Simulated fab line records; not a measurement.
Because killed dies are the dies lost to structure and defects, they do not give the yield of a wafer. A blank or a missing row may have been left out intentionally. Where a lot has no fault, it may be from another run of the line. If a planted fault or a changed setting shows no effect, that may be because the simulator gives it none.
Chamber matching :: flow sky130 :: SKY_VIA1_CMP_24 on cmp-02: 4 sister chambers
The step polishes, stops on SiO2, t overpolish 15 s, target thk 0 nm. 8 wafers are shown with their chamber, then 12 later ones without.

== WAFERS WITH THEIR CHAMBER ==
wafer: L080.3
chamber: 2
motor current A (A): 10.2
time to endpoint s (s): 69

wafer: L083.3
chamber: 0
motor current A (A): 10.1
time to endpoint s (s): 69

wafer: L085.4
chamber: 3
motor current A (A): 12.7
time to endpoint s (s): 68

wafer: L085.5
chamber: 1
motor current A (A): 11.4
time to endpoint s (s): 70

wafer: L085.6
chamber: 0
motor current A (A): 10.7
time to endpoint s (s): 63

wafer: L088.3
chamber: 3
motor current A (A): 12.0
time to endpoint s (s): 68

wafer: L088.5
chamber: 1
motor current A (A): 11.7
time to endpoint s (s): 70

wafer: L088.6
chamber: 2
motor current A (A): 10.1
time to endpoint s (s): 72

== WAFERS WITHOUT THEIR CHAMBER ==
wafer: L090.1
motor current A (A): 11.5
time to endpoint s (s): 66

wafer: L090.3
motor current A (A): 10.6
time to endpoint s (s): 70

wafer: L090.5
motor current A (A): 12.0
time to endpoint s (s): 69

wafer: L093.1
motor current A (A): 10.7
time to endpoint s (s): 63

wafer: L093.2
motor current A (A): 10.3
time to endpoint s (s): 66

wafer: L093.6
motor current A (A): 9.8
time to endpoint s (s): 66

wafer: L096.1
motor current A (A): 10.2
time to endpoint s (s): 73

wafer: L096.4
motor current A (A): 9.8
time to endpoint s (s): 65

wafer: L096.6
motor current A (A): 12.0
time to endpoint s (s): 69

wafer: L097.2
motor current A (A): 12.5
time to endpoint s (s): 70

wafer: L097.5
motor current A (A): 10.3
time to endpoint s (s): 69

wafer: L097.6
motor current A (A): 11.5
time to endpoint s (s): 70

== WHICH CHAMBER EACH ONE RAN IN ==
wafer: L090.1
from the rows above: can't be placed: 1 or 3 or 0
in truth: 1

wafer: L090.3
from the rows above: can't be placed: 2 or 0 or 1
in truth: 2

wafer: L090.5
from the rows above: can't be placed: 3 or 1
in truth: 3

wafer: L093.1
from the rows above: 0
in truth: 0

wafer: L093.2
from the rows above: can't be placed: 0 or 2
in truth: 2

wafer: L093.6
from the rows above: can't be placed: 0 or 2
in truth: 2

wafer: L096.1
from the rows above: can't be placed: 2 or 0
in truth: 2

wafer: L096.4
from the rows above: can't be placed: 0 or 2
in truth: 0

wafer: L096.6
from the rows above: can't be placed: 3 or 1
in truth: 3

wafer: L097.2
from the rows above: can't be placed: 3 or 1
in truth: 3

wafer: L097.5
from the rows above: can't be placed: 2 or 0
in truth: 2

wafer: L097.6
from the rows above: 1
in truth: 1
Placed correctly: 2 of 12. From these rows, 10 cannot be placed; in 10 the true chamber is one of the candidates. Placed wrongly: 0.
How it was worked out, from the rows above alone: a wafer's distance from a chamber is the root of the sum, over the readings, of the square of ((its reading less the chamber's mean) divided by the reading's scatter). The wafer belongs to the nearest chamber; if the next one is less than 2 further off, it can't be placed. For every chamber, the mean is computed from those of its wafers that are shown. How the scatter is found: for the shown wafers, subtract from each reading the mean of its chamber, square and add these, divide the total by (wafers less chambers), then take the root.
